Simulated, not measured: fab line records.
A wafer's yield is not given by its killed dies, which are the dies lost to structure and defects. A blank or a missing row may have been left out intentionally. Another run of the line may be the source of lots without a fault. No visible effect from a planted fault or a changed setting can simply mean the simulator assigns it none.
fab line records	flow sky130
[record] lots = 13	wafers = 39	last_day = 50
route steps=708 shown SONOS_ONO@182 POLY_GATE@205 LDD_N@253 LDD_LDN@296 PAD_OPEN@708
lots untouched by any fault: they come from a run of this same line in which no faults occurred
start_h: start of the lot's first displayed wafer, in hours after the record's first day	wait_h: how many hours have passed since the lot's step before this one	" the same as in the row above	L1.1+2: a row that stands for several wafers	- no value, or no start was given	* or withheld: withheld	< > ~ a bound
route shown NAME@n: names a module that has steps shown in the file, with the first one's number in the route	usual: mean/standard deviation taken from wafers without a fault	same: alike in all rows	chamber/n: place in a boat	sites: readings site by site	_std_site: how widely they spread, as a standard deviation	_edge_site: inner sites' mean taken away from outer sites' mean	radius_mm: how far each site lies from the wafer's centre	mask NAME#n: copy n	behind: tool/chamber where the wafer was last shaped	hold: why the lot went on hold/how many hours it stayed there/how the hold came to an end	device: names the non-switching transistor (n, p or np)	end of line: the tests these same wafers got at the end of their route	a step given without rows: its recipe and nothing more	killed: dies lost to structure and defects at the first sort, not the wafer's yield	map: a wafer's dies, marking killed ones x, the rest . and places with no die _
set.NAME: the setting that was run; set.NAME@STEP: the one run at that earlier step	model.NAME: the simulator's own value behind a step, which no gauge read
the route's steps for a sample of lots (tables are steps, rows are wafers)
services: when a tool's chamber went out of use (start_h, in hours from the record's first day, below 0 if earlier), for how many hours, and the reason
[[steps]]
[step SKY_SONOS_ONO_OVL_MEAS_14]
[usual] SONOS_ONO_OVL = -0.5/1.1
lot.wafer	tool	chamber	start_h	wait_h	SONOS_ONO_OVL[nm]
L528.2	overlay-01	-	280.78	0.1	-1.4
L528.3	"	-	"	"	0.7
L528.6	"	-	"	"	0.0
L530.4	overlay-01	-	300.60	0.1	0.7
L530.5	"	-	"	"	0.3
L530.6	"	-	"	"	-0.2
L534.2	overlay-01	-	330.18	0.1	0.8
L534.3	"	-	"	"	-0.1
L534.6	"	-	"	"	-2.5
L533.1	overlay-01	-	331.08	0.1	-1.3
L533.2	"	-	"	"	-1.3
L533.4	"	-	"	"	-0.7
L539.3	overlay-01	-	366.24	0.1	-0.9
L539.4	"	-	"	"	-0.8
L539.6	"	-	"	"	-0.6
L542.1	overlay-01	-	398.58	0.1	-0.8
L542.5	"	-	"	"	-3.2
L542.6	"	-	"	"	-1.1
L544.2	overlay-02	-	416.93	0.1	0.5
L544.3	"	-	"	"	-0.6
L544.5	"	-	"	"	-0.7
L545.2	overlay-01	-	420.93	0.1	-0.7
L545.3	"	-	"	"	-1.5
L545.6	"	-	"	"	-0.5
L546.4	overlay-01	-	431.60	0.1	-0.3
L546.5	"	-	"	"	-3.2
L546.6	"	-	"	"	-0.1
L547.3	overlay-01	-	445.59	0.1	0.4
L547.4	"	-	"	"	0.4
L547.6	"	-	"	"	-1.2
L548.3	overlay-01	-	455.24	0.1	1.7
L548.4	"	-	"	"	1.4
L548.5	"	-	"	"	0.7
L549.3	overlay-02	-	460.29	0.1	-0.7
L549.4	"	-	"	"	-2.3
L549.6	"	-	"	"	-1.6
L550.2	overlay-02	-	469.88	0.1	-0.5
L550.5	"	-	"	"	-1.5
L550.6	"	-	"	"	-0.3
[step SKY_POLY_GATE_THK_MEAS_01]
[recipe] reads = poly-Si_of_POLY_GATE_CVD_00
[usual] POLY_GATE_CVD_00_THK = 180.5/1.6
lot.wafer	tool	chamber	start_h	wait_h	POLY_GATE_CVD_00_THK[nm]
L528.2	film_metro-03	-	313.85	0.0	179.8
L528.3	"	-	"	"	179.3
L528.6	"	-	"	"	180.1
L530.4	film_metro-04	-	331.86	0.0	181.1
L530.5	"	-	"	"	180.9
L530.6	"	-	"	"	180.9
L534.2	film_metro-04	-	362.80	0.0	182.4
L534.3	"	-	"	"	182.2
L534.6	"	-	"	"	182.8
L533.1	film_metro-04	-	365.49	0.0	182.6
L533.2	"	-	"	"	181.1
L533.4	"	-	"	"	180.2
L539.3	film_metro-02	-	401.44	0.0	182.7
L539.4	"	-	"	"	182.0
L539.6	"	-	"	"	182.1
L542.1	film_metro-03	-	436.12	0.0	178.4
L542.5	"	-	"	"	178.6
L542.6	"	-	"	"	179.7
L544.2	film_metro-04	-	458.25	0.0	178.6
L544.3	"	-	"	"	179.2
L544.5	"	-	"	"	177.5
L545.2	film_metro-02	-	458.25	0.0	179.0
L545.3	"	-	"	"	180.2
L545.6	"	-	"	"	180.3
L546.4	film_metro-03	-	468.94	0.0	182.5
L546.5	"	-	"	"	181.4
L546.6	"	-	"	"	183.1
L547.3	film_metro-03	-	484.26	0.0	179.6
L547.4	"	-	"	"	180.1
L547.6	"	-	"	"	179.1
L548.3	film_metro-04	-	494.66	0.0	181.5
L548.4	"	-	"	"	180.9
L548.5	"	-	"	"	182.8
L549.3	film_metro-04	-	497.00	0.0	181.5
L549.4	"	-	"	"	179.7
L549.6	"	-	"	"	182.9
L550.2	film_metro-02	-	506.78	0.0	182.0
L550.5	"	-	"	"	182.0
L550.6	"	-	"	"	181.1
[step SKY_LDD_N_STRIP_16]
[recipe] chemistry = O2/N2	power_w = 1400	pressure_mtorr = 1500	platen_temp_c = withheld	o2_flow_sccm = 3000	n2_flow_sccm = 300	overash_fraction = 0.5
[usual] drypump_motor_current_A = 5.8/0.43	oes_product_au = 0.406/0.0044	overash_fraction = 0.5/0	strip_time_to_endpoint_s = 4.317/0.015
lot.wafer	tool	chamber	start_h	wait_h	drypump_motor_current_A	oes_product_au	overash_fraction	rf_hours_counter_h	strip_time_to_endpoint_s
L528.2	plasma_asher-03	0	406.09	0.1	5.6	0.411	0.5	74	4.287
L528.3	"	1	"	"	5.3	0.404	0.5	-	4.298
L528.6	"	0	"	"	5.6	0.404	0.5	-	4.303
L530.4	plasma_asher-04	0	421.98	0.1	5.7	0.411	0.5	-	4.339
L530.5	"	1	"	"	6.0	0.409	0.5	-	4.307
L530.6	"	0	"	"	5.7	0.411	0.5	-	4.325
L534.2	plasma_asher-04	0	457.89	0.1	5.7	0.410	0.5	71	4.308
L534.3	"	1	"	"	6.1	0.404	0.3	-	4.299
L534.6	"	1	"	"	6.1	0.402	0.3	-	4.294
L533.1	plasma_asher-04	0	462.89	0.1	5.7	0.406	0.5	72	4.305
L533.2	"	1	"	"	6.1	0.411	0.3	72	4.326
L533.4	"	0	"	"	5.7	0.406	0.5	-	4.301
L539.3	plasma_asher-03	0	498.18	0.1	5.6	0.414	0.5	-	4.319
L539.4	"	1	"	"	5.3	0.401	0.5	-	4.293
L539.6	"	1	"	"	5.3	0.404	0.5	-	4.315
L542.1	plasma_asher-04	0	532.14	0.1	5.7	0.403	0.5	79	4.317
L542.5	"	1	"	"	6.1	0.409	0.5	-	4.289
L542.6	"	0	"	"	5.7	0.396	0.5	-	4.298
L544.2	plasma_asher-03	0	554.69	0.1	5.6	0.404	0.5	14	4.305
L544.3	"	1	"	"	5.3	0.405	0.5	-	4.315
L544.5	"	0	"	"	5.6	0.417	0.5	-	4.307
L545.2	plasma_asher-03	1	555.24	0.1	5.3	0.412	0.5	14	4.336
L545.3	"	0	"	"	5.6	0.399	0.5	-	4.321
L545.6	"	0	"	"	5.6	0.406	0.5	-	4.317
L546.4	plasma_asher-01	0	563.38	0.1	6.8	0.410	0.5	-	4.345
L546.5	"	1	"	"	5.8	0.407	0.5	-	4.330
L546.6	"	0	"	"	6.7	0.405	0.5	-	4.313
L547.3	plasma_asher-01	1	578.58	0.1	5.8	0.405	0.5	-	4.346
L547.4	"	0	"	"	6.8	0.405	0.5	-	4.321
L547.6	"	1	"	"	5.8	0.408	0.5	-	4.318
L548.3	plasma_asher-01	1	589.52	0.1	5.8	0.410	0.5	-	4.330
L548.4	"	0	"	"	6.8	0.403	0.5	-	4.319
L548.5	"	0	"	"	6.7	0.405	0.5	-	4.315
L549.3	plasma_asher-01	1	591.58	0.1	5.8	0.410	0.5	-	4.321
L549.4	"	0	"	"	6.8	0.412	0.5	-	4.316
L549.6	"	0	"	"	6.8	0.404	0.5	-	4.315
L550.2	plasma_asher-03	1	603.59	0.1	5.3	0.402	0.5	22	4.306
L550.5	"	0	"	"	5.6	0.408	0.5	-	4.320
L550.6	"	1	"	"	5.3	0.405	0.5	-	4.294
[step SKY_LDD_LDN_OVL_MEAS_07]
[usual] LDD_LDN_OVL = 1.1/1.5
lot.wafer	tool	chamber	start_h	wait_h	LDD_LDN_OVL[nm]
L528.2	overlay-02	-	527.91	0.1	2.1
L528.3	"	-	"	"	2.0
L528.6	"	-	"	"	1.9
L530.4	overlay-02	-	544.28	0.1	1.6
L530.5	"	-	"	"	0.6
L530.6	"	-	"	"	1.2
L534.2	overlay-01	-	580.46	0.1	-1.8
L534.3	"	-	"	"	-0.7
L534.6	"	-	"	"	0.6
L533.1	overlay-01	-	584.16	0.1	-2.5
L533.2	"	-	"	"	0.1
L533.4	"	-	"	"	0.6
L539.3	overlay-01	-	617.67	0.1	-3.0
L539.4	"	-	"	"	-1.8
L539.6	"	-	"	"	1.3
L542.1	overlay-02	-	650.36	0.1	-0.5
L542.5	"	-	"	"	0.3
L542.6	"	-	"	"	0.2
L544.2	overlay-02	-	671.81	0.1	0.9
L544.3	"	-	"	"	2.2
L544.5	"	-	"	"	3.1
L545.2	overlay-02	-	672.46	0.1	0.5
L545.3	"	-	"	"	1.7
L545.6	"	-	"	"	0.9
L546.4	overlay-01	-	678.78	0.1	1.3
L546.5	"	-	"	"	-0.3
L546.6	"	-	"	"	1.6
L547.3	overlay-02	-	693.77	0.1	4.2
L547.4	"	-	"	"	2.0
L547.6	"	-	"	"	2.4
L548.3	overlay-01	-	703.52	0.1	0.5
L548.4	"	-	"	"	0.3
L548.5	"	-	"	"	0.9
L549.3	overlay-01	-	706.57	0.1	1.7
L549.4	"	-	"	"	2.2
L549.6	"	-	"	"	0.6
L550.2	overlay-02	-	716.61	0.1	0.6
L550.5	"	-	"	"	1.8
L550.6	"	-	"	"	1.8
[step SKY_PAD_OPEN_PROBE_99]
[usual] killed_at_M0_to_M3 = 44/7.2	killed_at_M4_up = 2.9/1.8	killed_at_contacts = 24/5.6	killed_at_front_end = 15/4.2	killed_at_other = 0.4/0.71	killed_dies = 86/9.2	killed_on_rim = 16/3.6	killed_open = 47/7.2	killed_short = 39/5.7
[same] gross_dies = 492	killed_at_back_side = 0
lot.wafer	tool	chamber	start_h	wait_h	killed_at_M0_to_M3	killed_at_M4_up	killed_at_contacts	killed_at_front_end	killed_at_other	killed_dies	killed_on_rim	killed_open	killed_short
L528.2	prober-02	-	1079.91	0.1	62	5	28	13	1	109	23	59	49
L528.3	prober-02	-	1079.96	0.2	48	0	25	19	2	94	12	52	40
L528.6	prober-02	-	1080.11	0.2	40	2	29	25	0	96	18	49	47
L530.4	prober-02	-	1088.73	0.2	57	0	17	18	2	94	11	49	45
L530.5	prober-02	-	1088.78	0.2	46	1	16	23	0	86	15	45	41
L530.6	prober-02	-	1088.83	0.2	36	9	23	17	0	85	10	48	35
L534.2	prober-01	-	1113.66	0.1	38	3	24	20	0	85	15	56	29
L534.3	prober-01	-	1113.71	0.2	41	3	15	17	0	76	11	34	42
L534.6	prober-01	-	1113.86	0.2	38	4	29	14	1	86	19	48	38
L533.1	prober-02	-	1118.07	0.1	39	3	25	14	0	81	14	39	41
L533.2	prober-02	-	1118.12	0.1	49	2	32	12	0	95	21	51	43
L533.4	prober-02	-	1118.22	0.2	57	2	21	9	0	89	17	49	39
L539.3	prober-02	-	1143.17	0.2	42	1	17	13	0	73	18	39	34
L539.4	prober-02	-	1143.22	0.2	38	6	20	17	0	81	17	46	35
L539.6	prober-02	-	1143.32	0.2	33	2	26	19	0	80	15	50	29
L542.1	prober-02	-	1163.53	0.1	28	5	24	16	0	73	18	38	34
L542.5	prober-02	-	1163.73	0.2	41	2	23	21	0	87	13	47	39
L542.6	prober-02	-	1163.78	0.2	48	3	17	17	0	85	15	47	38
L544.2	prober-02	-	1172.88	0.1	52	2	22	7	3	86	18	46	38
L544.3	prober-02	-	1172.93	0.2	44	1	23	11	1	80	12	42	37
L544.5	prober-02	-	1173.03	0.2	54	4	24	20	0	102	23	55	46
L545.2	prober-01	-	1174.33	0.1	36	3	17	13	0	69	14	35	34
L545.3	prober-01	-	1174.38	0.2	48	1	30	11	0	90	9	46	44
L545.6	prober-01	-	1174.53	0.2	43	3	27	9	0	82	17	46	36
L546.4	prober-02	-	1179.63	0.2	54	3	17	14	0	88	18	42	45
L546.5	prober-02	-	1179.68	0.2	39	1	24	17	0	81	11	49	30
L546.6	prober-02	-	1179.73	0.2	54	2	20	9	0	85	13	49	36
L547.3	prober-01	-	1185.48	0.2	44	3	26	18	0	91	18	53	38
L547.4	prober-01	-	1185.53	0.2	45	3	31	8	0	87	15	50	37
L547.6	prober-01	-	1185.63	0.2	53	3	24	14	0	94	20	57	37
L548.3	prober-02	-	1195.73	0.2	41	4	18	14	1	78	15	46	32
L548.4	prober-02	-	1195.78	0.2	46	2	26	20	0	94	17	53	41
L548.5	prober-02	-	1195.83	0.2	50	1	23	7	0	81	18	47	34
L549.3	prober-01	-	1197.23	0.2	47	3	21	17	0	88	20	57	31
L549.4	prober-01	-	1197.28	0.2	38	1	17	20	1	77	18	47	29
L549.6	prober-01	-	1197.38	0.2	47	3	23	10	0	83	18	39	44
L550.2	prober-01	-	1200.23	0.1	26	7	32	19	0	84	13	49	33
L550.5	prober-01	-	1200.38	0.2	44	3	29	10	0	86	17	46	40
L550.6	prober-01	-	1200.43	0.2	37	6	25	15	1	84	19	49	32
// killed by level:class
L528.2 VIA1:geometric_particle:open=17 METAL2:geometric_particle:short=13 CONTACT:geometric_particle:open=11 LI_CONTACT:geometric_particle:open=7 VIA1:geometric_particle:short=7 VIA3:geometric_particle:open=7 POLY_GATE:geometric_particle:open=6 VIA2:geometric_particle:short=5
L528.3 VIA1:geometric_particle:open=14 CONTACT:geometric_particle:open=11 VIA1:geometric_particle:short=9 LI_CONTACT:geometric_particle:open=7 FIELD_ISO:geometric_particle:open=6 METAL1:geometric_particle:short=6 VIA2:geometric_particle:open=5 FIELD_ISO:geometric_particle:short=4
L528.6 VIA2:geometric_particle:open=9 FIELD_ISO:geometric_particle:short=8 CONTACT:geometric_particle:short=8 LI_CONTACT:geometric_particle:open=8 CONTACT:geometric_particle:open=8 FIELD_ISO:geometric_particle:open=7 VIA1:geometric_particle:short=7 METAL1:geometric_particle:short=5
L530.4 VIA1:geometric_particle:open=20 METAL1:geometric_particle:short=10 METAL2:geometric_particle:short=9 FIELD_ISO:geometric_particle:short=7 FIELD_ISO:geometric_particle:open=5 CONTACT:geometric_particle:open=5 VIA3:geometric_particle:open=5 LOCAL_INTERCONNECT:geometric_particle:short=4
L530.5 VIA1:geometric_particle:open=13 POLY_GATE:geometric_particle:short=8 VIA1:geometric_particle:short=7 LI_CONTACT:geometric_particle:open=6 FIELD_ISO:geometric_particle:open=5 VIA2:geometric_particle:open=5 FIELD_ISO:geometric_particle:short=4 METAL1:geometric_particle:short=4
L530.6 LI_CONTACT:geometric_particle:open=9 METAL2:geometric_particle:short=7 CONTACT:geometric_particle:open=7 VIA1:geometric_particle:open=7 METAL4:geometric_particle:short=6 VIA2:geometric_particle:open=5 FIELD_ISO:geometric_particle:open=4 FIELD_ISO:geometric_particle:short=4
L534.2 VIA2:geometric_particle:open=9 CONTACT:geometric_particle:open=8 LOCAL_INTERCONNECT:geometric_particle:short=7 FIELD_ISO:geometric_particle:open=6 LI_CONTACT:geometric_particle:open=6 VIA1:geometric_particle:open=5 POLY_GATE:geometric_particle:open=4 METAL1:geometric_particle:short=4
L534.3 POLY_GATE:geometric_particle:short=8 VIA1:geometric_particle:open=8 LOCAL_INTERCONNECT:geometric_particle:short=6 METAL3:geometric_particle:short=6 LI_CONTACT:geometric_particle:open=5 VIA3:geometric_particle:open=5 METAL2:geometric_particle:short=5 VIA2:geometric_particle:open=5
L534.6 CONTACT:geometric_particle:open=12 VIA3:geometric_particle:short=7 VIA2:geometric_particle:open=7 VIA3:geometric_particle:open=7 LI_CONTACT:geometric_particle:open=6 CONTACT:geometric_particle:short=5 FIELD_ISO:geometric_particle:short=4 LOCAL_INTERCONNECT:geometric_particle:short=4
L533.1 CONTACT:geometric_particle:open=9 VIA3:geometric_particle:open=9 METAL1:geometric_particle:short=8 CONTACT:geometric_particle:short=8 VIA1:geometric_particle:open=8 VIA1:geometric_particle:short=6 LI_CONTACT:geometric_particle:open=5 FIELD_ISO:geometric_particle:short=4
L533.2 VIA1:geometric_particle:open=15 LI_CONTACT:geometric_particle:short=8 CONTACT:geometric_particle:open=8 LI_CONTACT:geometric_particle:open=7 VIA3:geometric_particle:open=7 VIA2:geometric_particle:open=6 LOCAL_INTERCONNECT:geometric_particle:short=5 METAL1:geometric_particle:short=4
L533.4 VIA3:geometric_particle:open=10 LI_CONTACT:geometric_particle:open=9 METAL3:geometric_particle:short=7 VIA1:geometric_particle:short=7 VIA2:geometric_particle:open=7 CONTACT:geometric_particle:open=6 VIA1:geometric_particle:open=5 METAL2:geometric_particle:short=5
L539.3 VIA1:geometric_particle:open=9 METAL2:geometric_particle:short=7 FIELD_ISO:geometric_particle:open=6 METAL1:geometric_particle:short=6 VIA1:geometric_particle:short=5 VIA2:geometric_particle:open=5 LI_CONTACT:geometric_particle:open=4 LOCAL_INTERCONNECT:geometric_particle:short=4
L539.4 VIA1:geometric_particle:open=13 LOCAL_INTERCONNECT:geometric_particle:short=7 VIA2:geometric_particle:open=6 FIELD_ISO:geometric_particle:open=5 METAL4:geometric_particle:short=5 CONTACT:geometric_particle:open=4 CONTACT:geometric_particle:short=4 METAL2:geometric_particle:open=4
L539.6 VIA1:geometric_particle:open=12 LI_CONTACT:geometric_particle:open=10 CONTACT:geometric_particle:open=8 VIA3:geometric_particle:open=5 FIELD_ISO:geometric_particle:open=4 CONTACT:geometric_particle:short=4 VIA1:geometric_particle:short=4 VIA2:geometric_particle:open=4
L542.1 CONTACT:geometric_particle:open=9 METAL2:geometric_particle:short=6 LI_CONTACT:geometric_particle:open=5 LOCAL_INTERCONNECT:geometric_particle:short=5 VIA3:geometric_particle:open=5 FIELD_ISO:geometric_particle:open=4 METAL1:geometric_particle:short=4 VIA1:geometric_particle:open=4
L542.5 CONTACT:geometric_particle:open=10 VIA1:geometric_particle:open=9 METAL1:geometric_particle:short=9 FIELD_ISO:geometric_particle:open=8 LI_CONTACT:geometric_particle:open=6 VIA1:geometric_particle:short=5 METAL2:geometric_particle:short=5 VIA2:geometric_particle:open=4
L542.6 VIA1:geometric_particle:open=12 VIA3:geometric_particle:open=10 FIELD_ISO:geometric_particle:short=7 LI_CONTACT:geometric_particle:open=6 CONTACT:geometric_particle:open=6 METAL1:geometric_particle:short=6 FIELD_ISO:geometric_particle:open=5 VIA1:geometric_particle:short=4
L544.2 VIA1:geometric_particle:open=13 LI_CONTACT:geometric_particle:open=9 CONTACT:geometric_particle:open=8 VIA2:geometric_particle:open=7 METAL3:geometric_particle:short=6 VIA2:geometric_particle:short=5 METAL1:geometric_particle:short=5 METAL2:geometric_particle:short=5
L544.3 VIA1:geometric_particle:open=12 CONTACT:geometric_particle:open=9 METAL1:geometric_particle:short=7 VIA1:geometric_particle:short=7 LI_CONTACT:geometric_particle:open=5 VIA3:geometric_particle:open=5 POLY_GATE:geometric_particle:short=4 VIA2:geometric_particle:short=4
L544.5 VIA1:geometric_particle:open=14 METAL2:geometric_particle:short=9 VIA2:geometric_particle:open=8 FIELD_ISO:geometric_particle:open=7 LI_CONTACT:geometric_particle:open=7 VIA3:geometric_particle:open=7 FIELD_ISO:geometric_particle:short=6 CONTACT:geometric_particle:open=6
L545.2 VIA1:geometric_particle:open=10 LI_CONTACT:geometric_particle:open=7 POLY_GATE:geometric_particle:short=6 VIA1:geometric_particle:short=5 VIA3:geometric_particle:open=5 POLY_GATE:geometric_particle:open=3 LOCAL_INTERCONNECT:geometric_particle:short=3 METAL1:geometric_particle:short=3
L545.3 VIA1:geometric_particle:open=14 CONTACT:geometric_particle:open=8 VIA1:geometric_particle:short=8 LOCAL_INTERCONNECT:geometric_particle:short=7 CONTACT:geometric_particle:short=7 VIA3:geometric_particle:open=7 VIA2:geometric_particle:open=5 LI_CONTACT:geometric_particle:open=4
L545.6 CONTACT:geometric_particle:open=14 VIA1:geometric_particle:open=9 VIA3:geometric_particle:short=8 VIA3:geometric_particle:open=8 CONTACT:geometric_particle:short=5 LI_CONTACT:geometric_particle:open=4 METAL3:geometric_particle:short=4 METAL2:geometric_particle:short=3
L546.4 VIA1:geometric_particle:open=14 METAL1:geometric_particle:short=7 VIA3:geometric_particle:open=6 FIELD_ISO:geometric_particle:short=5 CONTACT:geometric_particle:open=5 VIA1:geometric_particle:short=5 VIA2:geometric_particle:short=5 LI_CONTACT:geometric_particle:open=4
L546.5 VIA2:geometric_particle:open=9 CONTACT:geometric_particle:open=8 VIA1:geometric_particle:open=8 FIELD_ISO:geometric_particle:open=7 LI_CONTACT:geometric_particle:open=6 VIA3:geometric_particle:open=6 CONTACT:geometric_particle:short=4 VIA2:geometric_particle:short=4
L546.6 VIA2:geometric_particle:open=11 VIA1:geometric_particle:open=9 LI_CONTACT:geometric_particle:open=8 METAL1:geometric_particle:short=8 VIA3:geometric_particle:open=6 CONTACT:geometric_particle:open=6 METAL2:geometric_particle:short=6 VIA1:geometric_particle:short=6
L547.3 CONTACT:geometric_particle:open=12 VIA1:geometric_particle:open=9 FIELD_ISO:geometric_particle:short=7 VIA3:geometric_particle:open=7 FIELD_ISO:geometric_particle:open=6 METAL1:geometric_particle:short=6 VIA2:geometric_particle:open=6 LI_CONTACT:geometric_particle:short=4
L547.4 VIA1:geometric_particle:open=13 CONTACT:geometric_particle:open=10 VIA2:geometric_particle:open=8 CONTACT:geometric_particle:short=6 METAL2:geometric_particle:short=6 FIELD_ISO:geometric_particle:open=5 LI_CONTACT:geometric_particle:short=5 LI_CONTACT:geometric_particle:open=5
L547.6 VIA1:geometric_particle:open=11 CONTACT:geometric_particle:open=11 VIA2:geometric_particle:open=10 METAL2:geometric_particle:short=6 METAL1:geometric_particle:short=6 VIA3:geometric_particle:open=6 LOCAL_INTERCONNECT:geometric_particle:short=5 METAL1:geometric_particle:open=5
L548.3 VIA2:geometric_particle:open=8 VIA1:geometric_particle:short=8 LI_CONTACT:geometric_particle:open=7 POLY_GATE:geometric_particle:open=6 VIA1:geometric_particle:open=6 CONTACT:geometric_particle:open=5 VIA3:geometric_particle:open=4 LOCAL_INTERCONNECT:geometric_particle:short=3
L548.4 CONTACT:geometric_particle:open=11 VIA1:geometric_particle:open=8 VIA2:geometric_particle:open=7 METAL1:geometric_particle:short=6 VIA2:geometric_particle:short=6 POLY_GATE:geometric_particle:open=5 LOCAL_INTERCONNECT:geometric_particle:short=5 VIA3:geometric_particle:open=5
L548.5 VIA1:geometric_particle:open=14 LI_CONTACT:geometric_particle:open=8 VIA1:geometric_particle:short=7 VIA2:geometric_particle:open=7 CONTACT:geometric_particle:open=5 METAL2:geometric_particle:short=5 CONTACT:geometric_particle:short=4 LI_CONTACT:geometric_particle:short=3
L549.3 VIA2:geometric_particle:open=12 VIA1:geometric_particle:open=10 VIA3:geometric_particle:open=9 LI_CONTACT:geometric_particle:open=7 FIELD_ISO:geometric_particle:open=5 VIA2:geometric_particle:short=5 POLY_GATE:geometric_particle:short=4 LOCAL_INTERCONNECT:geometric_particle:short=4
L549.4 VIA1:geometric_particle:open=9 LI_CONTACT:geometric_particle:open=8 METAL2:geometric_particle:short=6 FIELD_ISO:geometric_particle:open=5 CONTACT:geometric_particle:open=5 VIA2:geometric_particle:open=5 VIA3:geometric_particle:open=5 METAL1:geometric_particle:short=4
L549.6 VIA2:geometric_particle:open=11 METAL1:geometric_particle:short=7 VIA1:geometric_particle:open=7 LI_CONTACT:geometric_particle:short=6 VIA3:geometric_particle:open=6 LI_CONTACT:geometric_particle:open=5 CONTACT:geometric_particle:short=5 CONTACT:geometric_particle:open=5
L550.2 CONTACT:geometric_particle:open=12 FIELD_ISO:geometric_particle:open=10 VIA1:geometric_particle:open=8 LOCAL_INTERCONNECT:geometric_particle:short=8 CONTACT:geometric_particle:short=6 FIELD_ISO:geometric_particle:short=5 VIA3:geometric_particle:open=5 LI_CONTACT:geometric_particle:open=4
L550.5 VIA1:geometric_particle:open=11 CONTACT:geometric_particle:open=10 LI_CONTACT:geometric_particle:open=8 METAL2:geometric_particle:short=6 VIA3:geometric_particle:open=6 CONTACT:geometric_particle:short=5 METAL1:geometric_particle:short=4 VIA2:geometric_particle:short=4
L550.6 CONTACT:geometric_particle:open=10 VIA1:geometric_particle:open=10 VIA2:geometric_particle:open=8 FIELD_ISO:geometric_particle:open=6 VIA1:geometric_particle:short=5 LOCAL_INTERCONNECT:geometric_particle:short=4 CONTACT:geometric_particle:short=4 POLY_GATE:geometric_particle:short=3
[[services]]
tool	chamber	start_h	hours	kind
plasma_asher-04	-	383.45	2.8	pm
plasma_asher-03	-	396.44	2.1	repair
plasma_asher-01	-	409.16	1.8	repair
plasma_asher-03	-	421.25	9.0	pm
plasma_asher-03	0	421.25	9.0	vent_cycle
plasma_asher-03	1	421.25	9.0	vent_cycle
plasma_asher-03	0	430.25	-	clean
plasma_asher-03	1	430.25	-	clean
plasma_asher-01	-	511.19	28.1	pm
plasma_asher-04	-	534.94	86.4	repair
plasma_asher-04	-	539.14	4.9	repair
plasma_asher-04	-	546.89	0.4	repair
[[key]]
[first_sign] step = SKY_LDD_N_STRIP_16	reading = overash_fraction	direction = down	sigmas = 99+	usual = 0.5	struck = 0.3
effect none on later readings
met_at SKY_LDD_N_STRIP_16
struck_lots L533,L534
struck_wafers L533.2,L534.3,L534.6
tester_left_out L533,L534
not_acting_at SKY_SONOS_ONO_OVL_MEAS_14,SKY_POLY_GATE_THK_MEAS_01,SKY_LDD_LDN_OVL_MEAS_07
onset_between 421.98 457.89
[fault] kind = process_parameter_drift	tool = plasma_asher-04	chamber = 1	onset_h = 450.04	steps = SKY_LDD_N_STRIP_16	channel = overash_fraction	offset = -0.2	shape = step	end_h = 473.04	acts_in = these_recipes_only	stated = 0.5
// tester_left_out: of these lots the tester's yield and bins aren't shown, on N5 and GAA mostly nor the transistor test; their killed dies are dies lost to structure and defects alone, not to doping, threshold or leakage, so they don't give the yield
